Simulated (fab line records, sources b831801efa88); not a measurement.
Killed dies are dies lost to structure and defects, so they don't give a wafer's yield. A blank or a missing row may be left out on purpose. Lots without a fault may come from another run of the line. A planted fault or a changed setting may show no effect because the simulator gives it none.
Which tool did it? | flow sky130 | 10 lots, 30 wafers sampled, at 5 steps of a route of 708

WHAT THE GAUGES READ, wafer by wafer
SKY_FIELD_ISO_BOW_MEAS_00.
lot  | measured    | on            | INCOMING_BOW (um)
L462 | day 1 10:01 | film_metro-02 | -8 1 3
L463 | day 1 15:01 | film_metro-02 | -7 -4 -3
L464 | day 1 20:00 | film_metro-04 | 4 -2 3
L465 | day 2 01:01 | film_metro-02 | -4 2 -3
L466 | day 2 06:00 | film_metro-02 | 1 7 -9
L467 | day 2 11:02 | film_metro-02 | 2 -3 -2
L474 | day 3 22:01 | film_metro-02 | -9 -12 -5
L475 | day 4 03:01 | film_metro-03 | 2 5 4
L476 | day 4 08:01 | film_metro-02 | -2 5 3
L485 | day 6 05:00 | film_metro-03 | -3 -9 12

SKY_FIELD_ISO_THK_MEAS_02.
lot  | measured    | on            | FIELD_ISO_OXIDATION_00_THK (nm)
L462 | day 1 13:04 | film_metro-04 | 12.08 12.28 12.10
L463 | day 1 16:38 | film_metro-02 | 11.67 11.72 11.57
L464 | day 1 22:05 | film_metro-02 | 12.06 11.98 11.93
L465 | day 2 03:26 | film_metro-04 | 12.29 12.24 12.10
L466 | day 2 08:26 | film_metro-03 | 11.77 11.61 11.99
L467 | day 2 13:31 | film_metro-04 | 11.99 12.04 12.17
L474 | day 3 23:38 | film_metro-04 | 12.15 12.10 11.96
L475 | day 4 05:25 | film_metro-04 | 12.08 12.10 12.05
L476 | day 4 10:57 | film_metro-03 | 11.85 11.91 11.89
L485 | day 6 06:38 | film_metro-04 | 12.16 12.22 12.16

SKY_FIELD_ISO_THK_MEAS_23.
lot  | measured    | on            | FIELD_ISO_OXIDATION_01_THK (nm)
L462 | day 2 10:43 | film_metro-03 | 10.46 10.40 10.21
L463 | day 2 12:00 | film_metro-03 | 10.11 10.16 10.08
L464 | day 2 17:40 | film_metro-04 | 9.85 10.01 9.95
L465 | day 2 21:38 | film_metro-03 | 9.59 9.69 9.50
L466 | day 3 05:19 | film_metro-02 | 9.87 9.94 9.94
L467 | day 3 10:42 | film_metro-04 | 10.10 10.00 9.87
L474 | day 4 22:01 | film_metro-04 | 9.72 9.87 9.90
L475 | day 5 03:20 | film_metro-02 | 9.88 9.73 9.88
L476 | day 5 09:46 | film_metro-04 | 10.23 10.15 10.41
L485 | day 7 09:40 | film_metro-04 | 9.68 9.67 9.51

SKY_FIELD_ISO_THK_MEAS_25.
lot  | measured    | on            | FIELD_ISO_CVD_24_THK (nm)
L462 | day 2 10:51 | film_metro-02 | 585 583 587
L463 | day 2 12:08 | film_metro-04 | 600 599 591
L464 | day 2 17:48 | film_metro-04 | 600 591 600
L465 | day 2 21:46 | film_metro-04 | 594 593 596
L466 | day 3 05:26 | film_metro-03 | 601 609 606
L467 | day 3 10:50 | film_metro-02 | 591 593 601
L474 | day 4 22:09 | film_metro-04 | 578 591 594
L475 | day 5 03:28 | film_metro-04 | 294 591 592
L476 | day 5 09:54 | film_metro-04 | 289 600 585
L485 | day 7 09:48 | film_metro-02 | 583 594 592

WHICH TOOL RAN EACH LOT (tool, then ch and the chambers of the sampled wafers, then the start)
lot  | SKY_FIELD_ISO_CVD_24
L462 | hdpcvd-02 ch 0,2, day 2 10:46
L463 | hdpcvd-01 ch 0,1,2, day 2 12:03
L464 | hdpcvd-01 ch 1,2, day 2 17:44
L465 | hdpcvd-02 ch 0,1,2, day 2 21:41
L466 | hdpcvd-01 ch 1,2, day 3 05:22
L467 | hdpcvd-02 ch 0,1,2, day 3 10:44
L474 | hdpcvd-02 ch 0,1, day 4 22:04
L475 | hdpcvd-02 ch 0,1,2, day 5 03:23
L476 | hdpcvd-02 ch 1,2, day 5 09:49
L485 | hdpcvd-01 ch 0,1,2, day 7 09:44
- SKY_FIELD_ISO_CVD_24: deposits SiO2, target thk 595 nm, time 99.2 s.

WHAT THE TOOLS THEMSELVES READ (means of the sampled wafers that have a number; where no wafer has one, the mark that the record gives instead)
SKY_FIELD_ISO_CVD_24.
lot  | tool      | pressure_mtorr (mTorr)
L462 | hdpcvd-02 | 6.002
L463 | hdpcvd-01 | 5.987
L464 | hdpcvd-01 | 6.015
L465 | hdpcvd-02 | 6.005
L466 | hdpcvd-01 | 5.997
L467 | hdpcvd-02 | 6.003
L474 | hdpcvd-02 | 5.999
L475 | hdpcvd-02 | 6.007
L476 | hdpcvd-02 | 6.009
L485 | hdpcvd-01 | 6.000

THE ANSWER, worked out from the rows above alone
Rule: what is usual is taken from the lots themselves. Put in order of their means at a reading, lots are off if they are a third of the lots or fewer, leave a main group of 4 or more, and stand apart from it by a gap of 3 or more times the standard deviation of the main group's means; of several such gaps the widest counts. A main group whose means are all the same, to the digits that the tables above print for the reading, isn't used. A lot without any number at a reading at which 4 lots or more have one is off too. The other lots that the step has rows for count as sound. The gauges are gone through in route order, then the tools' own readings, and for those a lot's mean is taken as printed above. The first step at which some lot is off is used, and at that step the reading that is off furthest; a lot without a number counts as furthest.
Off: L475, L476, at SKY_FIELD_ISO_THK_MEAS_25 (FIELD_ISO_CVD_24_THK). The main group: mean 594 nm, standard deviation 6.
A tool fits if, at a process step before that reading, it ran every lot that is off, and no sound lot after the first of them. The gauges at SKY_FIELD_ISO_THK_MEAS_25 are tried like those tools. Can't be told from this: 2 tools fit, hdpcvd-02 at SKY_FIELD_ISO_CVD_24, film_metro-04 at SKY_FIELD_ISO_THK_MEAS_25.

WHAT THE SIMULATOR HAD PUT IN
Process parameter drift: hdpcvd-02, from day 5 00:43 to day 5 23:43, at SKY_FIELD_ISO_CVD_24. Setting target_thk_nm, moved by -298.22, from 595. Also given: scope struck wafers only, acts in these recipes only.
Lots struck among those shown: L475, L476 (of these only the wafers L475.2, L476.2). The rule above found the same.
